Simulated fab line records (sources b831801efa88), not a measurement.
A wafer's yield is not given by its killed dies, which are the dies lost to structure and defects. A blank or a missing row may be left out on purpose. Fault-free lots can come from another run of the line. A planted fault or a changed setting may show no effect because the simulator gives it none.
One fault seen from 2 desks / flow gf180mcu / each desk holds nothing but its own numbers, with what lay behind them at the end

FOR THE TOOL OWNER'S DESK: rieDiel-01
The tool's own readings at GF_STI_ETCH_13 (etches the open film in CHF3/O2, stops on Si, target depth 282.31 nm, time 112.9 s): means of the sampled wafers that have a number, for each lot that ran on this tool. The brackets show how far a lot's mean lies from the usual mean; more than 4 standard deviations puts the lot out of limits, marked OUT.
Columns: A = drypumpMotorCurrentA at GF_STI_ETCH_13, usual 5.8 A; B = oesProductAu at GF_STI_ETCH_13, usual 0.832 a.u.; C = runLengthS at GF_STI_ETCH_13, usual 141.1 s; D = throttleValvePct at GF_STI_ETCH_13, usual 8.811 %
lot=L816; first seen here=day 2 20:20; A=6.4; B=0.832; C=141.4; D=8.810
lot=L817; first seen here=day 2 22:14; A=6.4; B=0.832; C=141.2; D=8.814
lot=L818; first seen here=day 3 03:23; A=6.5; B=0.889 (+8.3) OUT; C=134.0 (-15) OUT; D=8.825
lot=L823; first seen here=day 4 05:38; A=6.5; B=0.901 (+10) OUT; C=134.2 (-14) OUT; D=8.841
lot=L835; first seen here=day 6 19:44; A=6.5; B=0.833; C=141.7; D=8.810
This desk's finding: out of limits on L818, L823; first on L818, day 3 03:23 (oesProductAu at GF_STI_ETCH_13). Within limits: L816, L817, L835.

THE METROLOGY DESK
Means of the sampled wafers that have a number, per lot and without regard to the tool the lot ran on: this is what the gauges read. The brackets show how far a lot's mean lies from the usual mean; more than 4 standard deviations puts the lot out of limits, marked OUT.
Columns: A = STI_CVD_03_THK at GF_STI_THK_MEAS_04, usual 207.1 nm; B = STI_CVD_23_THK at GF_STI_THK_MEAS_24, usual 651 nm
lot=L813; first seen here=day 1 15:53; A=206.0; B=649
lot=L814; first seen here=day 1 19:48; A=206.5; B=661
lot=L816; first seen here=day 2 08:02; A=205.9; B=658
lot=L817; first seen here=day 2 09:44; A=206.4; B=645
lot=L818; first seen here=day 2 14:45; A=206.7; B=656
lot=L823; first seen here=day 3 16:33; A=208.9; B=644
lot=L827; first seen here=day 4 12:34; A=210.0; B=651
lot=L831; first seen here=day 5 10:11; A=208.3; B=642
lot=L832; first seen here=day 5 13:34; A=210.3; B=655
lot=L834; first seen here=day 5 23:34; A=209.4; B=640
lot=L835; first seen here=day 6 04:33; A=208.2; B=637
lot=L836; first seen here=day 6 09:33; A=209.6; B=652
This desk found nothing out of limits on any of the 12 lots.

TAKEN TOGETHER
The tool owner's desk could have raised an alarm at day 3 03:23, on L818, L823.
The metrology desk saw nothing out of limits.
The metrology desk holds a record of L818, L823, inside its limits.
GF_STI_ETCH_13 was run on rieDiel-01 by each of the lots named.

WHAT THE SIMULATOR HAD INSERTED
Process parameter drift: rieDiel-01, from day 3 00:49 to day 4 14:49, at GF_STI_ETCH_13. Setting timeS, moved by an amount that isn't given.
Lots struck among those shown: L818, L823.
Delay in hours, fault start to first out-of-limits reading, by desk: the tool owner's desk at 3.
